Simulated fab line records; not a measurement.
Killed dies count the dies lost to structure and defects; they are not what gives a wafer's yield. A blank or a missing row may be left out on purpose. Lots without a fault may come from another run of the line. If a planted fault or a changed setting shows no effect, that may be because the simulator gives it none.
A struck lot beside a sound one + flow gf180mcu + 16 steps out of a route of 602
Sound: the wafers L253.2, L253.3, L253.4. Wafers L239.1, L239.4, L239.6 were the ones struck. The cause is named last.
For every step that has rows: the tool of each side, followed by ch and its chambers, followed by its first start. Under that, the readings that differ: sound wafers + struck wafers + difference of the means + sigmas: that difference in standard deviations of wafers without a fault.
alike: words and numbers the same on both sides, and readings whose means are apart by under 2 such deviations; not compared: readings that were withheld, readings missing a value for some wafer, numbers with overlapping values and no deviation given by the record, and bounds like >300 which may hide the same value.
Wherever a step has rows on one side only, a row that says differs or no value, or a row with sigmas, the two part there. Non-overlapping numbers with no deviation appear without sigmas and do not part them. A reading that every wafer of one side lacks parts them only if that side has two wafers or more.

GF_POLY_GATE_ETCH_13: etches poly-Si in HBr/Cl2, stops on SiO2, target depth 198.5 nm, time 69.6 s.
  sound on rie-si-02 ch 0,1,3, day 14 09:17; struck on rie-si-01 ch 0,1,3, day 10 07:14
  alike: chamber-pressure-mTorr, drypump-motor-current-A, oes-product-au, throttle-valve-pct
  not compared: rf-hours-counter-h
GF_POLY_GATE_STRIP_14: strips in O2/N2.
  sound on plasma-asher-01 ch 0,1, day 14 09:20; struck on plasma-asher-04 ch 0, day 10 07:17
  alike: chamber-pressure-mTorr, drypump-motor-current-A, heater-power-w, oes-product-au
  not compared: rf-hours-counter-h
then, 2 steps without rows for these wafers: GF_POLY_GATE_CLEAN_15 (cleans in SC1/SC2, time 150 s); GF_POLY_GATE_OXIDATION_16 (stabilise 600 s, purge 300 s, target thk 4 nm).
GF_POLY_GATE_THK_MEAS_17:
  struck on film-metro-01, day 10 09:47; sound on film-metro-03, day 14 12:16
| reading                      | sound          | struck         | difference | sigmas |
|------------------------------|----------------|----------------|------------|--------|
| POLY_GATE_OXIDATION_THK (nm) | 3.94 3.87 3.80 | 4.07 4.13 4.10 | +0.23      | +3     |
GF_POLY_GATE_CD_MEAS_18:
  struck on cd-sem-02, day 10 09:50; sound on cd-sem-02, day 14 12:21
  alike: cd-nm
then, 6 steps without rows for these wafers: GF_HV_LDD_DEHYDRATE_00 (time 60 s); GF_HV_LDD_HMDS_01 (prime time 60 s); GF_HV_LDD_COAT_02 (resist thk 1000 nm); GF_HV_LDD_SOFTBAKE_03 (time 60 s); GF_HV_LDD_EXPOSE_04 (exposes mask Nplus LV AREA, target cd 400 nm); GF_HV_LDD_PEB_05.
GF_HV_LDD_DEVELOP_06: develop time 60 s.
  sound on litho-track-01 ch 0, day 15 09:16; struck on litho-track-03 ch 0, day 11 03:43
GF_HV_LDD_CD_MEAS_07: target cd 400 nm.
  struck on cd-sem-01, day 11 03:52; sound on cd-sem-02, day 15 09:24
| reading    | sound             | struck            | difference | sigmas |
|------------|-------------------|-------------------|------------|--------|
| cd-nm (nm) | 397.1 397.5 397.0 | 436.1 436.6 434.8 | +38.6      | +17    |
GF_HV_LDD_OVL_MEAS_08:
  struck on overlay-01, day 11 03:59; sound on overlay-02, day 15 09:31
  alike: HV_LDD_OVL
after that, 1 step had no rows for these wafers: GF_PASSIVATION_PROBE_99.

WHERE THEY PART
At GF_POLY_GATE_THK_MEAS_17 first; at GF_HV_LDD_CD_MEAS_07 last (within this record only). Later steps at which nothing parts them and some readings are alike: GF_HV_LDD_OVL_MEAS_08.

WHY: whatever the simulator had introduced
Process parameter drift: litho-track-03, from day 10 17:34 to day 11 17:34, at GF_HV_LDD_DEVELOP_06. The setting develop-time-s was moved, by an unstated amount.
